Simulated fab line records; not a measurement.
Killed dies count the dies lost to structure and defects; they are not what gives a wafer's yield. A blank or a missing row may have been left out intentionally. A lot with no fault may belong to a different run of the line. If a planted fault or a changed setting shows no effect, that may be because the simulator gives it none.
A lot that was struck, set against a sound lot | flow gf180mcu | 15 out of 602 route steps
Sound: these wafers, L570.3, L570.5, L570.6. Wafers struck: L578.1, L578.2, L578.5. At the end, the cause is stated.
At each step with rows: each side's tool, then ch and its chambers, then its first start. Under that, the readings that differ: sound wafers | struck wafers | difference of the means | sigmas: that difference in standard deviations of wafers without a fault.
alike: words and numbers the same on both sides, and readings whose means are apart by under 2 such deviations; not compared: readings that were withheld, readings missing a value for some wafer, numbers with overlapping values and no deviation given by the record, and bounds like >300 which may hide the same value.
Wherever a step has rows on one side only, a row that says differs or no value, or a row with sigmas, the two part there. Numbers that don't overlap but have no deviation are shown without sigmas and don't part them. A reading that every wafer of one side lacks parts them only if that side has two wafers or more.

first, 2 steps without rows for these wafers: GF_MVSD_IMPLANT_08; GF_MVSD_IMPLANT_09.
GF_MVSD_STRIP_10: strips in O2/N2.
  sound on plasma-asher-04 ch 0,1, day 4 18:50; struck on plasma-asher-04 ch 0,1, day 6 13:10
  alike: drypump-motor-current-A, heater-power-w, oes-product-au, platen-temp-c, strip-time-to-endpoint-s
  not compared: rf-hours-counter-h
GF_MVSD_TW_MEAS_11:
  sound: film-metro-03 at day 4 18:55; struck: film-metro-04 at day 6 13:16
  alike: MVSD_TW
then, 7 steps without rows for these wafers: GF_MVPSD_DEHYDRATE_00 (time 60 s); GF_MVPSD_HMDS_01 (prime time 60 s); GF_MVPSD_COAT_02 (resist thk 3000 nm); GF_MVPSD_SOFTBAKE_03; GF_MVPSD_EXPOSE_04 (exposes mask MVPSD, target cd 1000 nm); GF_MVPSD_PEB_05; GF_MVPSD_DEVELOP_06 (develop time 60 s).
GF_MVPSD_OVL_MEAS_07:
  sound: overlay-02 at day 5 08:07; struck: overlay-02 at day 7 05:03
  alike: MVPSD_OVL
GF_MVPSD_IMPLANT_08:
  sound on implanter-02 ch 0, day 5 08:11; struck on implanter-02 ch 0, day 7 05:05
  reading                   | sound                | struck               | difference | sigmas
  beam-energy-keV           | 170.03 169.99 170.00 | 176.88 176.97 176.96 | +6.93      | +99 or more
  model.implant.rp-nm (nm)  | 488.8 488.8 488.8    | 508.5 508.5 508.5    | +19.7      |
  model.implant.drp-nm (nm) | 102.4 102.4 102.4    | 103.5 103.5 103.5    | +1.1       |
following that, these wafers have no rows for 1 step: GF_MVPSD_IMPLANT_09.
GF_PASSIVATION_PROBE_99:
  sound wafers here have rows in the record (prober-01, day 29 14:53); struck ones have none

## WHERE THEY PART
At GF_MVPSD_IMPLANT_08 first; at GF_PASSIVATION_PROBE_99 last (within this record only).

WHY: what had been put in by the simulator
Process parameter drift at GF_MVPSD_IMPLANT_08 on implanter-02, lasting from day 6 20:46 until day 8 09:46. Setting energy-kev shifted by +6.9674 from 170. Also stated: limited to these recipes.
